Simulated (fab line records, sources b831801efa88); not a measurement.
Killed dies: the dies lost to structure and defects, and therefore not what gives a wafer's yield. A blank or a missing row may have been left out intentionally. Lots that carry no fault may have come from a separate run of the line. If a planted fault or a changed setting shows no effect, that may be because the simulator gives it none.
Which tool did it? + flow gf180mcu + Sampling: 14 lots, 42 wafers, 5 of 602 route steps

== WHAT THE GAUGES READ, wafer by wafer ==
GF_VT_IMPLANT_RS_MEAS_48: a four-point-probe measurement.
| lot  | measured     | on            | LVPWELL_RS (ohm/sq)  |
|------|--------------|---------------|----------------------|
| L828 | day 7 19:44  | film-metro-01 | 1197.8 1200.5 1198.6 |
| L830 | day 8 10:14  | film-metro-01 | 1199.2 1201.6 1198.5 |
| L831 | day 8 16:05  | film-metro-02 | 1198.6 1204.9 1199.3 |
| L832 | day 9 08:11  | film-metro-01 | 1200.6 1200.4 1196.3 |
| L833 | day 9 08:41  | film-metro-02 | 1204.3 1199.3 1198.7 |
| L834 | day 9 08:47  | film-metro-01 | 1200.7 1196.8 1195.3 |
| L835 | day 9 23:25  | film-metro-02 | 1195.5 1196.7 1202.5 |
| L841 | day 11 17:20 | film-metro-01 | 1199.4 1200.2 1200.4 |
| L842 | day 12 05:55 | film-metro-02 | 1196.6 1196.5 1199.4 |
| L845 | day 12 21:32 | film-metro-01 | 1204.3 1206.0 1207.7 |
| L847 | day 13 03:04 | film-metro-03 | 1206.5 1207.1 1207.8 |
| L848 | day 13 19:46 | film-metro-01 | 1198.4 1196.9 1200.9 |
| L849 | day 13 21:26 | film-metro-02 | 1191.6 1196.2 1192.9 |
| L850 | day 14 02:58 | film-metro-03 | 1200.4 1202.8 1197.3 |

GF_M3_CD_MEAS_14: the cd target is 280 nm.
| lot  | measured     | on        | cd-nm (nm)        |
|------|--------------|-----------|-------------------|
| L828 | day 21 14:34 | cd-sem-02 | 280.8 280.8 279.9 |
| L830 | day 22 10:28 | cd-sem-02 | 281.2 281.2 281.4 |
| L831 | day 22 16:59 | cd-sem-02 | 279.9 280.5 279.1 |
| L832 | day 23 20:10 | cd-sem-01 | 278.8 281.2 279.3 |
| L833 | day 23 21:06 | cd-sem-01 | 280.6 279.5 280.1 |
| L834 | day 23 19:15 | cd-sem-01 | 279.3 279.1 278.6 |
| L835 | day 24 06:19 | cd-sem-02 | 278.3 279.6 278.5 |
| L841 | day 26 13:13 | cd-sem-01 | 279.1 279.1 279.6 |
| L842 | day 27 01:29 | cd-sem-02 | 280.7 280.1 279.2 |
| L845 | day 27 16:44 | cd-sem-02 | 279.9 279.6 279.3 |
| L847 | day 28 06:58 | cd-sem-02 | 280.3 280.0 280.3 |
| L848 | day 28 14:28 | cd-sem-01 | 279.4 280.7 280.7 |
| L849 | day 28 16:49 | cd-sem-01 | 278.7 280.3 278.3 |
| L850 | day 29 04:22 | cd-sem-01 | 280.8 280.3 279.8 |

== EACH LOT AND THE TOOL THAT RAN IT (in order: tool; ch and the chambers of the sampled wafers; start) ==
| lot  | GF_LVPWELL_IMPLANT_08          | GF_M1_SPUTTER_03             | GF_M3_SPUTTER_03             |
|------|--------------------------------|------------------------------|------------------------------|
| L828 | implanter-04 ch 0, day 4 02:52 | pvd-sputter-02, day 16 09:14 | pvd-sputter-01, day 20 14:08 |
| L830 | implanter-01 ch 0, day 4 13:57 | pvd-sputter-01, day 17 05:12 | pvd-sputter-03, day 21 10:45 |
| L831 | implanter-02 ch 0, day 4 21:31 | pvd-sputter-02, day 17 12:20 | pvd-sputter-01, day 21 16:59 |
| L832 | implanter-04 ch 0, day 5 02:56 | pvd-sputter-02, day 18 16:50 | pvd-sputter-01, day 22 22:25 |
| L833 | implanter-04 ch 0, day 5 06:24 | pvd-sputter-01, day 18 17:57 | pvd-sputter-02, day 22 22:44 |
| L834 | implanter-04 ch 0, day 5 10:59 | pvd-sputter-01, day 18 15:13 | pvd-sputter-03, day 22 20:16 |
| L835 | implanter-04 ch 0, day 5 22:47 | pvd-sputter-02, day 19 01:49 | pvd-sputter-03, day 23 07:40 |
| L841 | implanter-04 ch 0, day 7 06:44 | pvd-sputter-02, day 21 16:08 | pvd-sputter-01, day 25 16:20 |
| L842 | implanter-01 ch 0, day 7 18:18 | pvd-sputter-02, day 22 05:01 | pvd-sputter-02, day 26 03:53 |
| L845 | implanter-04 ch 0, day 8 07:33 | pvd-sputter-03, day 22 23:30 | pvd-sputter-03, day 26 19:53 |
| L847 | implanter-04 ch 0, day 8 12:02 | pvd-sputter-03, day 23 10:18 | pvd-sputter-02, day 27 11:33 |
| L848 | implanter-01 ch 0, day 9 01:08 | pvd-sputter-03, day 24 01:12 | pvd-sputter-02, day 27 19:14 |
| L849 | implanter-01 ch 0, day 9 02:08 | pvd-sputter-02, day 24 03:48 | pvd-sputter-01, day 27 20:58 |
| L850 | implanter-02 ch 0, day 9 07:56 | pvd-sputter-02, day 24 11:28 | pvd-sputter-03, day 28 09:16 |
- GF_LVPWELL_IMPLANT_08
- GF_M1_SPUTTER_03: material Ti, target thk 10 nm, time 6.7 s.
- GF_M3_SPUTTER_03: material Ti, target thk 10 nm, time 6.7 s.

== AS READ BY THE TOOLS THEMSELVES (means over the sampled wafers that have a number; for cases with no such wafer, the mark the record gives instead) ==
GF_LVPWELL_IMPLANT_08.
| lot  | tool         | beam-energy-keV |
|------|--------------|-----------------|
| L828 | implanter-04 | 170.03          |
| L830 | implanter-01 | 170.02          |
| L831 | implanter-02 | 169.95          |
| L832 | implanter-04 | 170.01          |
| L833 | implanter-04 | 170.04          |
| L834 | implanter-04 | 169.94          |
| L835 | implanter-04 | 169.93          |
| L841 | implanter-04 | 169.97          |
| L842 | implanter-01 | 170.07          |
| L845 | implanter-04 | 169.99          |
| L847 | implanter-04 | 170.00          |
| L848 | implanter-01 | 169.99          |
| L849 | implanter-01 | 170.00          |
| L850 | implanter-02 | 169.93          |

GF_M1_SPUTTER_03.
| lot  | tool           | throttle-valve-pct (%) |
|------|----------------|------------------------|
| L828 | pvd-sputter-02 | 30.3                   |
| L830 | pvd-sputter-01 | 30.2                   |
| L831 | pvd-sputter-02 | 31.0                   |
| L832 | pvd-sputter-02 | 29.9                   |
| L833 | pvd-sputter-01 | 31.5                   |
| L834 | pvd-sputter-01 | 31.6                   |
| L835 | pvd-sputter-02 | 30.8                   |
| L841 | pvd-sputter-02 | 30.9                   |
| L842 | pvd-sputter-02 | 30.2                   |
| L845 | pvd-sputter-03 | 29.6                   |
| L847 | pvd-sputter-03 | 28.9                   |
| L848 | pvd-sputter-03 | 29.0                   |
| L849 | pvd-sputter-02 | 30.6                   |
| L850 | pvd-sputter-02 | 30.0                   |

GF_M3_SPUTTER_03.
| lot  | tool           | throttle-valve-pct (%) |
|------|----------------|------------------------|
| L828 | pvd-sputter-01 | 30.8                   |
| L830 | pvd-sputter-03 | 29.5                   |
| L831 | pvd-sputter-01 | 30.9                   |
| L832 | pvd-sputter-01 | 31.1                   |
| L833 | pvd-sputter-02 | 30.4                   |
| L834 | pvd-sputter-03 | 29.6                   |
| L835 | pvd-sputter-03 | 29.6                   |
| L841 | pvd-sputter-01 | 30.3                   |
| L842 | pvd-sputter-02 | 30.3                   |
| L845 | pvd-sputter-03 | 29.2                   |
| L847 | pvd-sputter-02 | 30.3                   |
| L848 | pvd-sputter-02 | 30.6                   |
| L849 | pvd-sputter-01 | 30.9                   |
| L850 | pvd-sputter-03 | 28.8                   |

== THE ANSWER, worked out from the rows above alone ==
Rule: the usual values come from the lots themselves. Put in order of their means at a reading, lots are off if they are a third of the lots or fewer, leave a main group of 4 or more, and stand apart from it by a gap of 3 or more times the standard deviation of the main group's means; of several such gaps the widest counts. A main group whose means are all the same, to the digits that the tables above print for the reading, isn't used. A lot without any number at a reading at which 4 lots or more have one is off too. Where the step has rows for the other lots, those lots are counted as sound. First the gauges in route order, then the tools' own readings, where a lot's mean is used as printed above. The first step at which some lot is off is used, and at that step the reading that is off furthest; a lot without a number counts as furthest.
No lot is off on any of the readings shown, so nothing can be concluded from this.

== WHAT WAS PUT IN BY THE SIMULATOR ==
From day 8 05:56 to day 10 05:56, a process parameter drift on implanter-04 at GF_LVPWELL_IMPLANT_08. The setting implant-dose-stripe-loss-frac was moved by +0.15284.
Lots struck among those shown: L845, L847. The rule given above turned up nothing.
